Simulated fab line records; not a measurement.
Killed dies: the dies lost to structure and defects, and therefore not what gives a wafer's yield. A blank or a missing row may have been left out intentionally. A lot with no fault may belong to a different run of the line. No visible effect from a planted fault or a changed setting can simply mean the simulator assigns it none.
2 desks, one fault	flow sky130	what lay behind the numbers comes last; until then each desk has only its own

== THE TOOL OWNER'S DESK: pvd-sputter-02 ==
The tool's own readings at SKY_CAPM_SPUTTER_02 (material TiN, target thk 200 nm, time 166.7 s): means of the sampled wafers that have a number, for each lot that ran on this tool. A lot is out of limits, marked OUT, if its mean lies more than 4 standard deviations from the usual mean; the brackets give that distance.
Columns: A = throttle-valve-pct at SKY_CAPM_SPUTTER_02, usual 30.3 %
lot	first seen here	A
L867	day 38 17:04	30.6
L872	day 40 18:26	30.2
L881	day 43 00:31	30.6
L882	day 43 04:15	30.2
L884	day 43 07:03	30.1
This desk found nothing out of limits on any of the 5 lots.

== THE METROLOGY DESK ==
Lot by lot, what the gauges showed, no matter which tool ran the lot: averages of those sampled wafers that carry a number. A lot is out of limits, marked OUT, if its mean lies more than 4 standard deviations from the usual mean; the brackets give that distance.
Columns: A = PASSIVATION_CVD_00_THK at SKY_PASSIVATION_THK_MEAS_01, usual 90.2 nm
lot	first seen here	A
L861	day 43 16:19	90.2
L862	day 44 05:06	90.8
L867	day 45 21:57	89.6
L869	day 46 01:04	90.1
L870	day 46 23:46	88.7
L871	day 47 01:34	89.8
L872	day 47 14:58	88.8
L881	day 49 10:26	90.8
L883	day 49 14:13	89.6
L882	day 49 14:47	90.2
L884	day 49 15:18	89.7
This desk found nothing out of limits on any of the 11 lots.

== BROUGHT TOGETHER ==
Nothing out of limits was seen by the tool owner's desk.
From the metrology desk's view, nothing was out of limits.

== WHAT HAD BEEN PUT IN BY THE SIMULATOR ==
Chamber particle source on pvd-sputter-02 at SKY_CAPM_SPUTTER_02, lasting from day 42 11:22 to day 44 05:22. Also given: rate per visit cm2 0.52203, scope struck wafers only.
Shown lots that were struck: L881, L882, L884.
